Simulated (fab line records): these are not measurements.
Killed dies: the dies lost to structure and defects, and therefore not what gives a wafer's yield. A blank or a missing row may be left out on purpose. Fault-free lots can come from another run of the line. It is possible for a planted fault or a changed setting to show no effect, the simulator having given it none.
Matching of chambers | flow sky130 | SKY_VIA1_CMP_24 on cmp-02: 4 sister chambers
The step polishes, stops on SiO2, t overpolish 15 s, target thk 0 nm. 4 wafers are shown with their chamber, then 11 later ones without.

## WAFERS WITH THEIR CHAMBER
wafer  | chamber | motor_current_A (A)
L085.4 | 0       | 10.9
L091.2 | 3       | 10.7
L091.6 | 1       | 11.0
L091.1 | 2       | 11.1

## WAFERS WITH NO CHAMBER GIVEN
wafer  | motor_current_A (A)
L091.4 | 11.3
L091.5 | 10.6
L093.1 | 10.5
L093.2 | 10.9
L093.6 | 10.5
L095.1 | 10.8
L095.3 | 10.7
L095.6 | 10.4
L097.2 | 10.3
L097.5 | 11.2
L097.6 | 10.9

## WHICH CHAMBER EACH ONE RAN IN
wafer  | from the rows above               | in truth
L091.4 | can't be placed: 2 or 1 or 0      | 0
L091.5 | can't be placed: 3 or 0 or 1      | 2
L093.1 | can't be placed: 3 or 0 or 1      | 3
L093.2 | can't be placed: 0 or 1 or 2 or 3 | 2
L093.6 | can't be placed: 3 or 0 or 1      | 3
L095.1 | can't be placed: 0 or 3 or 1 or 2 | 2
L095.3 | can't be placed: 3 or 0 or 1      | 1
L095.6 | can't be placed: 3 or 0 or 1      | 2
L097.2 | can't be placed: 3 or 0 or 1      | 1
L097.5 | can't be placed: 2 or 1 or 0      | 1
L097.6 | can't be placed: 0 or 1 or 2 or 3 | 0
Correct placement for 0 of the 11. These rows do not allow placing 11 (true chamber among the candidates in 9). Number placed wrongly: 0.
How it was worked out, from the rows above alone: a wafer's distance from a chamber is the root of the sum, over the readings, of the square of ((its reading less the chamber's mean) divided by the reading's scatter). The wafer belongs to the nearest chamber; if the next one is less than 2 further off, it can't be placed. The mean given for a chamber averages the wafers shown for that chamber. The scatter (one wafer shown for each chamber): square how far every hidden wafer sits from the nearest shown wafer, average those squares and take the square root.
